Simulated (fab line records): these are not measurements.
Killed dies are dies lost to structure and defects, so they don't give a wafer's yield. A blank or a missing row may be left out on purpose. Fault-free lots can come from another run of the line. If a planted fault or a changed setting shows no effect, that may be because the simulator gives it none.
fab line records	flow sky130
record: lots: 24	wafers: 72	last_day: 50
route steps=708 shown FIELD_ISO@16 VIA3@585 METAL4@602
lots that met no fault: from a run of the same line without faults
start_h: the number of hours between the record's first day and the start of the first shown wafer of the lot	wait_h: hours from the lot's prior step to this one	" repeats the value in the row above	L1.1+2: a row that stands for several wafers	- no value present, or no start provided	* or withheld: withheld	< > ~ a bound
route shown NAME@n: NAME is a module with steps in the file, n the number in the route of the first one	usual: mean/standard deviation of fault-free wafers	same: alike in all rows	chamber/n: place in a boat	sites: each site's reading	_std_site: their standard deviation	_edge_site: mean of outer sites minus mean of inner sites	radius_mm: how far each site lies from the wafer's centre	mask NAME#n: copy n	behind: the most recent tool/chamber to have shaped the wafer	hold: why the lot went on hold/how many hours it stayed there/how the hold came to an end	device: which transistor (n, p or np) failed to switch	end of line: the same wafers' tests at the end of the route	a step given without rows: its recipe and nothing more	killed: dies lost to structure and defects at the first sort, not the wafer's yield	map: a wafer's dies, marking killed ones x, the rest . and places with no die _
set.NAME: the run value of the setting; set.NAME@STEP: its run value at that earlier step	model.NAME: the simulator's own value behind a step, which no gauge read
one table for each step of the route and one row for each wafer, over a sample of lots
services: the hour from which a tool's chamber was out of use, counted from the record's first day as start_h (under 0 if before that day), plus the number of hours and why
== steps ==
step: SKY_FIELD_ISO_ETCH_15
recipe: chemistry: CHF3/O2	target_depth_nm: 180	stop_on: Si	source_w: 600	bias_w: 200	pressure_mtorr: 40	chf3_flow_sccm: 50	O2_flow_sccm: 5	time_s: 72
usual: drypump_motor_current_A: 5.7/0.33	oes_product_au: 0.944/0.0066	throttle_valve_pct: 8.844/0.01
lot.wafer	tool	chamber	start_h	wait_h	drypump_motor_current_A	oes_product_au	rf_hours_counter_h	throttle_valve_pct
L074.1	rie_diel-02	1	28.60	0.0	5.4	0.948	97	8.835
L074.2	"	3	"	"	5.5	0.964	80	8.846
L074.3	"	0	"	"	5.9	0.943	4	8.840
L075.3	rie_diel-01	1	33.40	0.0	5.4	0.940	131	8.838
L075.5	"	3	"	"	6.0	0.953	-	8.837
L075.6	"	0	"	"	5.7	0.945	-	8.845
L076.1	rie_diel-01	3	42.25	0.0	6.0	0.933	8	8.851
L076.2	"	1	"	"	5.4	0.944	131	8.855
L076.6	"	2	"	"	5.7	0.939	-	8.860
L077.2	rie_diel-04	0	44.75	0.0	6.3	0.938	28	8.838
L077.4	"	2	"	"	6.0	0.943	113	8.859
L077.6	"	1	"	"	6.1	0.952	-	8.835
L078.3	rie_diel-02	2	49.50	0.0	5.1	0.941	99	8.844
L078.4	"	0	"	"	5.9	0.932	-	8.850
L078.6	"	2	"	"	5.1	0.937	-	8.840
L079.2	rie_diel-01	3	54.46	0.0	6.0	0.951	8	8.838
L079.3	"	2	"	"	5.7	0.950	85	8.854
L079.5	"	1	"	"	5.4	0.954	-	8.851
L080.1	rie_diel-02	3	59.70	0.0	5.5	0.944	81	8.835
L080.3	"	1	"	"	5.4	0.947	98	8.850
L080.6	"	2	"	"	5.1	0.952	-	8.845
L081.1	rie_diel-01	0	64.35	0.0	5.7	0.949	59	8.840
L081.4	"	3	"	"	6.0	0.944	-	8.855
L081.5	"	0	"	"	5.7	0.945	-	8.838
L082.1	rie_diel-02	0	72.20	0.0	5.9	0.948	5	8.842
L082.2	"	3	"	"	5.5	0.951	81	8.854
L082.4	"	2	"	"	5.1	0.956	100	8.861
L083.3	rie_diel-02	1	77.91	0.0	5.4	0.951	98	8.847
L083.5	"	1	"	"	5.4	0.950	-	8.836
L083.6	"	2	"	"	5.1	0.957	-	8.857
L084.1	rie_diel-04	3	81.80	0.0	5.6	0.953	114	8.848
L084.2	"	2	"	"	6.0	0.948	113	8.846
L084.5	"	1	"	"	6.1	0.947	-	8.843
L085.3	rie_diel-02	3	86.85	0.0	5.5	0.938	81	8.827
L085.4	"	2	"	"	5.1	0.948	100	8.837
L085.6	"	0	"	"	5.9	0.948	-	8.847
L086.1	rie_diel-04	0	91.51	0.0	6.2	0.951	29	8.830
L086.4	"	3	"	"	5.7	0.953	114	8.850
L086.6	"	3	"	"	5.7	0.961	-	8.827
L087.1	rie_diel-01	1	96.20	0.0	5.4	0.933	132	8.840
L087.3	"	2	"	"	5.7	0.942	86	8.845
L087.6	"	2	"	"	5.7	0.942	-	8.850
L088.3	rie_diel-01	3	100.85	0.0	6.0	0.936	9	8.829
L088.5	"	3	"	"	6.0	0.938	-	8.834
L088.6	"	0	"	"	5.7	0.935	-	8.852
L089.3	rie_diel-02	2	108.35	0.0	5.1	0.939	100	8.849
L089.5	"	2	"	"	5.1	0.937	-	8.870
L089.6	"	1	"	"	5.4	0.943	-	8.842
L090.1	rie_diel-04	2	113.75	0.0	6.0	0.939	114	8.840
L090.5	"	3	"	"	5.8	0.932	-	8.860
L090.6	"	2	"	"	6.0	0.941	-	8.826
L091.1	rie_diel-02	0	118.65	0.0	5.9	0.944	6	8.831
L091.5	"	0	"	"	5.9	0.931	-	8.850
L091.6	"	1	"	"	5.4	0.938	-	8.832
L092.1	rie_diel-02	1	122.70	0.0	5.4	0.938	99	8.827
L092.3	"	0	"	"	5.9	0.932	6	8.849
L092.4	"	2	"	"	5.1	0.932	101	8.853
L093.3	rie_diel-01	0	127.35	0.0	5.7	0.942	60	8.854
L093.4	"	1	"	"	5.4	0.944	132	8.860
L093.6	"	2	"	"	5.7	0.940	-	8.834
L094.3	rie_diel-04	0	133.50	0.0	6.2	0.946	30	8.848
L094.4	"	1	"	"	6.1	0.943	129	8.847
L094.6	"	3	"	"	5.7	0.945	-	8.846
L095.1	rie_diel-02	0	139.35	0.0	5.9	0.946	6	8.848
L095.5	"	1	"	"	5.4	0.936	-	8.852
L095.6	"	0	"	"	5.9	0.949	-	8.852
L096.1	rie_diel-04	0	143.00	0.0	6.3	0.941	30	8.855
L096.2	"	1	"	"	6.1	0.944	130	8.836
L096.5	"	3	"	"	5.7	0.940	-	8.839
L097.1	rie_diel-01	1	149.05	0.0	5.4	0.946	133	8.835
L097.4	"	0	"	"	5.7	0.947	61	8.846
L097.5	"	3	"	"	6.0	0.942	-	8.848
step: SKY_VIA3_CD_MEAS_12
recipe: target_cd_nm: 200
usual: cd_nm: 200.0/1.5
lot.wafer	tool	chamber	start_h	wait_h	cd_nm
L074.1	cd_sem-01	-	925.29	-	202.4
L074.2	"	-	"	"	203.5
L074.3	"	-	"	"	202.7
L075.3	cd_sem-02	-	930.63	-	199.1
L075.5	"	-	"	"	198.2
L075.6	"	-	"	"	197.4
L076.1	cd_sem-02	-	949.09	-	200.2
L076.2	"	-	"	"	201.4
L076.6	"	-	"	"	201.7
L077.2	cd_sem-01	-	951.71	-	201.1
L077.4	"	-	"	"	201.7
L077.6	"	-	"	"	200.6
L078.3	cd_sem-02	-	980.04	-	198.4
L078.4	"	-	"	"	199.8
L078.6	"	-	"	"	199.2
L081.1	cd_sem-02	-	981.40	-	199.2
L081.4	"	-	"	"	199.0
L081.5	"	-	"	"	199.9
L080.1	cd_sem-01	-	983.14	-	200.9
L080.3	"	-	"	"	201.3
L080.6	"	-	"	"	201.7
L079.2	cd_sem-01	-	985.16	-	198.4
L079.3	"	-	"	"	198.2
L079.5	"	-	"	"	198.4
L082.1	cd_sem-02	-	985.49	-	200.2
L082.2	"	-	"	"	201.6
L082.4	"	-	"	"	198.6
L083.3	cd_sem-02	-	991.48	-	199.3
L083.5	"	-	"	"	200.1
L083.6	"	-	"	"	200.4
L085.3	cd_sem-01	-	1006.39	-	198.4
L085.4	"	-	"	"	198.8
L085.6	"	-	"	"	199.9
L084.1	cd_sem-02	-	1008.75	-	199.3
L084.2	"	-	"	"	200.6
L084.5	"	-	"	"	201.3
L086.1	cd_sem-02	-	1009.89	-	199.3
L086.4	"	-	"	"	199.7
L086.6	"	-	"	"	200.4
L087.1	cd_sem-02	-	1016.20	-	200.7
L087.3	"	-	"	"	200.6
L087.6	"	-	"	"	201.4
L088.3	cd_sem-02	-	1018.64	-	197.3
L088.5	"	-	"	"	199.0
L088.6	"	-	"	"	198.5
L089.3	cd_sem-02	-	1027.19	-	197.4
L089.5	"	-	"	"	198.8
L089.6	"	-	"	"	198.0
L090.1	cd_sem-01	-	1036.55	-	198.7
L090.5	"	-	"	"	200.4
L090.6	"	-	"	"	199.1
L091.1	cd_sem-01	-	1040.80	-	200.0
L091.5	"	-	"	"	200.1
L091.6	"	-	"	"	200.3
L092.1	cd_sem-01	-	1049.65	-	199.5
L092.3	"	-	"	"	200.1
L092.4	"	-	"	"	199.9
L093.3	cd_sem-01	-	1055.39	-	202.1
L093.4	"	-	"	"	201.3
L093.6	"	-	"	"	201.3
L094.3	cd_sem-02	-	1057.53	-	203.2
L094.4	"	-	"	"	202.5
L094.6	"	-	"	"	203.1
L095.1	cd_sem-02	-	1060.09	-	197.7
L095.5	"	-	"	"	198.3
L095.6	"	-	"	"	198.4
L096.1	cd_sem-01	-	1069.29	-	198.4
L096.2	"	-	"	"	199.0
L096.5	"	-	"	"	199.6
L097.1	cd_sem-01	-	1074.94	-	202.0
L097.4	"	-	"	"	201.7
L097.5	"	-	"	"	201.5
step: SKY_METAL4_SPUTTER_04
recipe: material: TiN	target_thk_nm: 70	power_w: 6500	time_s: 58.3	chamber_pressure_pa: 0.4
usual: throttle_valve_pct: 30.2/0.7
lot.wafer	tool	chamber	start_h	wait_h	throttle_valve_pct
L074.1	pvd_sputter-02	-	926.91	0.0	30.0
L074.2	"	-	"	"	28.7
L074.3	"	-	"	"	30.5
L075.3	pvd_sputter-03	-	932.29	0.0	30.7
L075.5	"	-	"	"	31.0
L075.6	"	-	"	"	30.8
L076.1	pvd_sputter-03	-	950.75	0.0	30.8
L076.2	"	-	"	"	30.6
L076.6	"	-	"	"	30.5
L077.2	pvd_sputter-03	-	953.31	0.0	30.5
L077.4	"	-	"	"	30.4
L077.6	"	-	"	"	30.4
L078.3	pvd_sputter-03	-	981.82	0.0	30.4
L078.4	"	-	"	"	30.0
L078.6	"	-	"	"	30.2
L081.1	pvd_sputter-01	-	983.03	0.0	29.7
L081.4	"	-	"	"	29.0
L081.5	"	-	"	"	30.7
L080.1	pvd_sputter-01	-	984.76	0.0	29.1
L080.3	"	-	"	"	31.1
L080.6	"	-	"	"	28.8
L079.2	pvd_sputter-03	-	987.00	0.0	30.5
L079.3	"	-	"	"	30.7
L079.5	"	-	"	"	30.1
L082.1	pvd_sputter-01	-	987.16	0.0	29.6
L082.2	"	-	"	"	30.5
L082.4	"	-	"	"	31.2
L083.3	pvd_sputter-01	-	993.06	0.0	29.8
L083.5	"	-	"	"	29.0
L083.6	"	-	"	"	31.2
L085.3	pvd_sputter-02	-	1008.14	0.0	30.1
L085.4	"	-	"	"	29.9
L085.6	"	-	"	"	28.8
L084.1	pvd_sputter-01	-	1010.38	0.0	28.7
L084.2	"	-	"	"	31.0
L084.5	"	-	"	"	29.7
L086.1	pvd_sputter-03	-	1011.63	0.0	30.8
L086.4	"	-	"	"	30.7
L086.6	"	-	"	"	29.8
L087.1	pvd_sputter-03	-	1017.83	0.0	30.4
L087.3	"	-	"	"	30.4
L087.6	"	-	"	"	30.4
L088.3	pvd_sputter-03	-	1020.35	0.0	30.6
L088.5	"	-	"	"	30.5
L088.6	"	-	"	"	30.4
L089.3	pvd_sputter-01	-	1028.87	0.0	30.6
L089.5	"	-	"	"	29.6
L089.6	"	-	"	"	30.5
L090.1	pvd_sputter-03	-	1038.21	0.0	30.8
L090.5	"	-	"	"	30.4
L090.6	"	-	"	"	30.4
L091.1	pvd_sputter-03	-	1042.42	0.0	30.9
L091.5	"	-	"	"	30.4
L091.6	"	-	"	"	30.1
L092.1	pvd_sputter-02	-	1051.27	0.0	28.7
L092.3	"	-	"	"	30.0
L092.4	"	-	"	"	30.3
L093.3	pvd_sputter-01	-	1057.01	0.0	29.1
L093.4	"	-	"	"	30.7
L093.6	"	-	"	"	31.1
L094.3	pvd_sputter-02	-	1059.11	0.0	28.7
L094.4	"	-	"	"	30.8
L094.6	"	-	"	"	29.8
L095.1	pvd_sputter-02	-	1061.72	0.0	28.7
L095.5	"	-	"	"	28.6
L095.6	"	-	"	"	30.1
L096.1	pvd_sputter-02	-	1070.98	0.0	30.0
L096.2	"	-	"	"	30.4
L096.5	"	-	"	"	30.0
L097.1	pvd_sputter-02	-	1076.56	0.0	31.0
L097.4	"	-	"	"	29.9
L097.5	"	-	"	"	30.5
step: SKY_METAL4_CD_MEAS_13
recipe: target_cd_nm: 300
usual: cd_nm: 300.0/1.2
lot.wafer	tool	chamber	start_h	wait_h	cd_nm
L074.1	cd_sem-01	-	976.02	-	300.4
L074.2	"	-	"	"	299.3
L074.3	"	-	"	"	300.8
L075.3	cd_sem-01	-	981.56	-	301.2
L075.5	"	-	"	"	299.8
L075.6	"	-	"	"	300.1
L076.1	cd_sem-02	-	999.32	-	302.6
L076.2	"	-	"	"	302.9
L076.6	"	-	"	"	301.7
L077.2	cd_sem-01	-	1001.56	-	298.1
L077.4	"	-	"	"	298.4
L077.6	"	-	"	"	299.4
L078.3	cd_sem-02	-	1028.41	-	299.7
L078.4	"	-	"	"	299.2
L078.6	"	-	"	"	300.5
L081.1	cd_sem-02	-	1030.44	-	300.7
L081.4	"	-	"	"	299.6
L081.5	"	-	"	"	301.9
L080.1	cd_sem-01	-	1031.44	-	300.0
L080.3	"	-	"	"	301.3
L080.6	"	-	"	"	300.1
L079.2	cd_sem-02	-	1032.76	-	298.5
L079.3	"	-	"	"	299.6
L079.5	"	-	"	"	298.6
L082.1	cd_sem-01	-	1034.37	-	298.9
L082.2	"	-	"	"	299.7
L082.4	"	-	"	"	299.7
L083.3	cd_sem-01	-	1038.98	-	299.4
L083.5	"	-	"	"	298.7
L083.6	"	-	"	"	298.4
L085.3	cd_sem-02	-	1053.78	-	300.2
L085.4	"	-	"	"	299.6
L085.6	"	-	"	"	300.8
L084.1	cd_sem-02	-	1055.59	-	300.0
L084.2	"	-	"	"	300.3
L084.5	"	-	"	"	300.5
L086.1	cd_sem-01	-	1057.47	-	301.2
L086.4	"	-	"	"	301.9
L086.6	"	-	"	"	301.8
L087.1	cd_sem-01	-	1062.97	-	299.0
L087.3	"	-	"	"	299.2
L087.6	"	-	"	"	297.0
L088.3	cd_sem-01	-	1064.31	-	299.4
L088.5	"	-	"	"	300.5
L088.6	"	-	"	"	300.7
L089.3	cd_sem-01	-	1072.53	-	299.6
L089.5	"	-	"	"	300.2
L089.6	"	-	"	"	300.7
L090.1	cd_sem-01	-	1081.42	-	298.9
L090.5	"	-	"	"	299.3
L090.6	"	-	"	"	298.2
L091.1	cd_sem-01	-	1085.59	-	300.1
L091.5	"	-	"	"	299.7
L091.6	"	-	"	"	300.8
L092.1	cd_sem-02	-	1093.69	-	300.4
L092.3	"	-	"	"	299.2
L092.4	"	-	"	"	300.4
L093.3	cd_sem-01	-	1099.63	-	303.2
L093.4	"	-	"	"	303.4
L093.6	"	-	"	"	302.3
L094.3	cd_sem-02	-	1101.88	-	299.6
L094.4	"	-	"	"	299.2
L094.6	"	-	"	"	299.4
L095.1	cd_sem-01	-	1103.34	-	298.6
L095.5	"	-	"	"	299.9
L095.6	"	-	"	"	300.1
L096.1	cd_sem-02	-	1112.79	-	298.7
L096.2	"	-	"	"	299.5
L096.5	"	-	"	"	298.7
L097.1	cd_sem-02	-	1118.39	-	299.7
L097.4	"	-	"	"	299.9
L097.5	"	-	"	"	301.0
step: SKY_METAL4_DESCUM_15
recipe: chemistry: O2	source_power_w: 150	bias_power_w: 0	pressure_mtorr: 10	temp_c: 40	time_s: 8
usual: drypump_motor_current_A: 6.0/0.32	oes_product_au: 1.002/0.0078
lot.wafer	tool	chamber	start_h	wait_h	drypump_motor_current_A	oes_product_au	rf_hours_counter_h
L074.1	rie_metal-01	1	976.18	0.0	6.0	1.003	14
L074.2	"	1	"	"	6.0	1.004	-
L074.3	"	1	"	"	6.0	0.999	-
L075.3	rie_metal-04	1	981.69	0.0	6.4	1.010	-
L075.5	"	0	"	"	5.4	0.996	-
L075.6	"	1	"	"	6.3	1.000	-
L076.1	rie_metal-02	0	999.48	0.0	5.9	0.997	5
L076.2	"	1	"	"	5.9	1.010	14
L076.6	"	0	"	"	5.9	1.005	-
L077.2	rie_metal-02	0	1001.70	0.0	5.9	1.006	5
L077.4	"	0	"	"	5.9	1.012	-
L077.6	"	1	"	"	6.0	1.004	-
L078.3	rie_metal-01	1	1028.54	0.0	6.1	0.997	-
L078.4	"	0	"	"	6.2	0.996	-
L078.6	"	1	"	"	6.1	0.997	-
L081.1	rie_metal-04	1	1030.60	0.0	6.4	0.991	12
L081.4	"	0	"	"	5.4	0.982	-
L081.5	"	1	"	"	6.4	0.987	-
L080.1	rie_metal-04	1	1031.60	0.0	6.4	1.008	12
L080.3	"	0	"	"	5.4	1.010	-
L080.6	"	0	"	"	5.4	0.992	-
L079.2	rie_metal-01	1	1032.90	0.0	6.0	1.013	18
L079.3	"	1	"	"	6.0	1.004	-
L079.5	"	1	"	"	6.0	1.002	-
L082.1	rie_metal-01	0	1034.53	0.0	6.2	0.990	10
L082.2	"	1	"	"	6.0	1.018	18
L082.4	"	1	"	"	6.0	0.998	-
L083.3	rie_metal-04	1	1039.11	0.0	6.3	1.004	-
L083.5	"	0	"	"	5.4	1.006	-
L083.6	"	1	"	"	6.3	1.009	-
L085.3	rie_metal-02	0	1053.91	0.0	5.9	1.008	-
L085.4	"	1	"	"	6.0	1.007	-
L085.6	"	1	"	"	6.0	0.999	-
L084.1	rie_metal-04	1	1055.75	0.0	6.4	1.012	14
L084.2	"	0	"	"	5.4	1.008	12
L084.5	"	0	"	"	5.4	1.007	-
L086.1	rie_metal-01	0	1057.63	0.0	6.2	1.007	11
L086.4	"	0	"	"	6.2	1.001	-
L086.6	"	1	"	"	6.0	1.012	-
L087.1	rie_metal-02	1	1063.13	0.0	6.0	1.005	18
L087.3	"	1	"	"	6.0	1.005	-
L087.6	"	1	"	"	6.0	1.008	-
L088.3	rie_metal-01	0	1064.44	0.0	6.2	0.992	-
L088.5	"	0	"	"	6.2	0.993	-
L088.6	"	1	"	"	6.1	0.998	-
L089.3	rie_metal-01	1	1072.66	0.0	6.1	1.004	-
L089.5	"	1	"	"	6.0	1.002	-
L089.6	"	0	"	"	6.2	0.995	-
L090.1	rie_metal-04	0	1081.58	0.0	5.4	0.988	14
L090.5	"	1	"	"	6.3	0.990	-
L090.6	"	0	"	"	5.4	0.992	-
L091.1	rie_metal-02	0	1085.75	0.0	5.9	1.014	11
L091.5	"	1	"	"	6.0	1.015	-
L091.6	"	0	"	"	5.9	1.020	-
L092.1	rie_metal-04	0	1093.85	0.0	5.4	0.994	15
L092.3	"	0	"	"	5.4	0.997	-
L092.4	"	1	"	"	6.4	1.001	-
L093.3	rie_metal-01	0	1099.76	0.0	6.2	0.994	-
L093.4	"	1	"	"	6.1	1.007	-
L093.6	"	0	"	"	6.3	0.992	-
L094.3	rie_metal-04	1	1102.01	0.0	6.3	1.002	-
L094.4	"	0	"	"	5.4	0.984	-
L094.6	"	0	"	"	5.4	0.988	-
L095.1	rie_metal-04	0	1103.50	0.0	5.4	1.002	16
L095.5	"	0	"	"	5.4	0.990	-
L095.6	"	1	"	"	6.4	1.003	-
L096.1	rie_metal-01	1	1112.95	0.0	6.0	1.002	24
L096.2	"	0	"	"	6.2	0.996	15
L096.5	"	0	"	"	6.2	0.991	-
L097.1	rie_metal-02	1	1118.55	0.0	6.0	1.004	22
L097.4	"	1	"	"	6.0	1.005	-
L097.5	"	0	"	"	5.9	1.005	-
step: SKY_METAL4_ETCH_16
recipe: chemistry: N2/H2	target: BARC	ion_energy_ev: 200	bias_w: 100	pressure_mtorr: 30	n2_flow_sccm: 100	h2_flow_sccm: 200	icp_w: 500	stop_on: SiO2	time_s: 88.2	target_depth_a: 600
usual: drypump_motor_current_A: 6.0/0.32	oes_product_au: 0.626/0.0047	throttle_valve_pct: 13.205/0.0095
lot.wafer	tool	chamber	start_h	wait_h	drypump_motor_current_A	oes_product_au	rf_hours_counter_h	throttle_valve_pct
L074.1	rie_metal-01	1	976.24	0.1	6.1	0.621	14	13.203
L074.2	"	1	"	"	6.0	0.628	-	13.207
L074.3	"	1	"	"	6.1	0.625	-	13.214
L075.3	rie_metal-04	1	981.74	0.0	6.3	0.631	-	13.220
L075.5	"	0	"	"	5.4	0.627	-	13.213
L075.6	"	1	"	"	6.4	0.630	-	13.215
L076.1	rie_metal-02	0	999.51	0.0	5.9	0.634	5	13.203
L076.2	"	1	"	"	6.0	0.625	14	13.194
L076.6	"	0	"	"	5.9	0.619	-	13.214
L077.2	rie_metal-02	0	1001.73	0.0	5.9	0.624	5	13.210
L077.4	"	0	"	"	5.9	0.632	-	13.215
L077.6	"	1	"	"	5.9	0.625	-	13.210
L078.3	rie_metal-01	1	1028.59	0.0	6.1	0.624	-	13.203
L078.4	"	0	"	"	6.2	0.621	-	13.194
L078.6	"	1	"	"	6.0	0.624	-	13.205
L081.1	rie_metal-04	1	1030.63	0.0	6.4	0.623	12	13.205
L081.4	"	0	"	"	5.4	0.631	-	13.210
L081.5	"	1	"	"	6.4	0.628	-	13.215
L080.1	rie_metal-04	1	1031.63	0.0	6.4	0.633	12	13.191
L080.3	"	0	"	"	5.4	0.626	-	13.193
L080.6	"	0	"	"	5.4	0.620	-	13.200
L079.2	rie_metal-01	1	1032.93	0.0	6.1	0.622	18	13.207
L079.3	"	1	"	"	6.1	0.624	-	13.206
L079.5	"	1	"	"	6.1	0.630	-	13.212
L082.1	rie_metal-01	0	1034.56	0.0	6.2	0.630	10	13.196
L082.2	"	1	"	"	6.0	0.620	18	13.197
L082.4	"	1	"	"	6.0	0.618	-	13.193
L083.3	rie_metal-04	1	1039.16	0.0	6.4	0.631	-	13.196
L083.5	"	0	"	"	5.4	0.625	-	13.207
L083.6	"	1	"	"	6.3	0.618	-	13.200
L085.3	rie_metal-02	0	1053.96	0.0	5.9	0.623	-	13.211
L085.4	"	1	"	"	5.9	0.627	-	13.206
L085.6	"	1	"	"	6.0	0.627	-	13.205
L084.1	rie_metal-04	1	1055.78	0.0	6.4	0.624	14	13.217
L084.2	"	0	"	"	5.4	0.624	12	13.181
L084.5	"	0	"	"	5.4	0.623	-	13.207
L086.1	rie_metal-01	0	1057.66	0.0	6.2	0.623	12	13.202
L086.4	"	0	"	"	6.2	0.626	-	13.212
L086.6	"	1	"	"	6.1	0.626	-	13.214
L087.1	rie_metal-02	1	1063.16	0.0	6.0	0.629	18	13.209
L087.3	"	1	"	"	6.0	0.634	-	13.192
L087.6	"	1	"	"	6.0	0.620	-	13.193
L088.3	rie_metal-01	0	1064.49	0.0	6.2	0.630	-	13.184
L088.5	"	0	"	"	6.2	0.617	-	13.194
L088.6	"	1	"	"	6.0	0.625	-	13.212
L089.3	rie_metal-01	1	1072.71	0.0	6.1	0.631	-	13.200
L089.5	"	1	"	"	6.0	0.630	-	13.203
L089.6	"	0	"	"	6.2	0.619	-	13.216
L090.1	rie_metal-04	0	1081.61	0.0	5.4	0.624	14	13.203
L090.5	"	1	"	"	6.4	0.624	-	13.205
L090.6	"	0	"	"	5.4	0.626	-	13.212
L091.1	rie_metal-02	0	1085.78	0.0	5.9	0.625	11	13.193
L091.5	"	1	"	"	5.9	0.626	-	13.205
L091.6	"	0	"	"	5.9	0.623	-	13.210
L092.1	rie_metal-04	0	1093.88	0.0	5.4	0.631	15	13.187
L092.3	"	0	"	"	5.4	0.624	-	13.197
L092.4	"	1	"	"	6.3	0.625	-	13.212
L093.3	rie_metal-01	0	1099.81	0.0	6.2	0.622	-	13.213
L093.4	"	1	"	"	6.1	0.625	-	13.184
L093.6	"	0	"	"	6.2	0.633	-	13.207
L094.3	rie_metal-04	1	1102.06	0.0	6.4	0.620	-	13.189
L094.4	"	0	"	"	5.4	0.628	-	13.196
L094.6	"	0	"	"	5.4	0.634	-	13.221
L095.1	rie_metal-04	0	1103.53	0.0	5.4	0.619	16	13.211
L095.5	"	0	"	"	5.4	0.624	-	13.207
L095.6	"	1	"	"	6.4	0.630	-	13.197
L096.1	rie_metal-01	1	1112.98	0.0	6.1	0.623	24	13.194
L096.2	"	0	"	"	6.2	0.618	15	13.211
L096.5	"	0	"	"	6.2	0.623	-	13.218
L097.1	rie_metal-02	1	1118.58	0.0	6.0	0.629	22	13.217
L097.4	"	1	"	"	6.0	0.629	-	13.196
L097.5	"	0	"	"	5.9	0.628	-	13.217
== services ==
tool	chamber	start_h	hours	kind
rie_metal-02	-	7.77	2.2	repair
rie_metal-02	0	10.38	9.0	repair
rie_metal-02	-	44.14	15.6	pm
rie_metal-04	-	58.49	7.7	repair
rie_metal-04	-	68.08	4.3	pm
rie_metal-04	-	203.43	0.6	repair
rie_metal-01	0	242.54	13.9	repair
rie_metal-04	-	287.26	3.2	repair
rie_metal-02	-	346.95	0.5	repair
rie_metal-01	-	432.35	0.4	repair
rie_metal-02	0	462.22	3.2	repair
rie_metal-02	1	519.74	1.5	repair
rie_metal-02	0	567.81	1.7	repair
rie_metal-02	-	623.32	0.4	repair
rie_metal-02	-	649.86	2.8	pm
rie_metal-02	-	714.13	1.3	repair
rie_metal-02	0	828.38	16.2	repair
rie_metal-02	0	858.57	7.4	repair
rie_metal-04	1	886.63	3.6	repair
rie_metal-04	-	895.03	2.8	pm
rie_metal-01	1	916.12	7.5	repair
rie_metal-01	0	975.50	15.0	repair
rie_metal-01	-	981.97	2.8	pm
rie_metal-04	-	1003.65	1.4	pm
== key ==
fault none
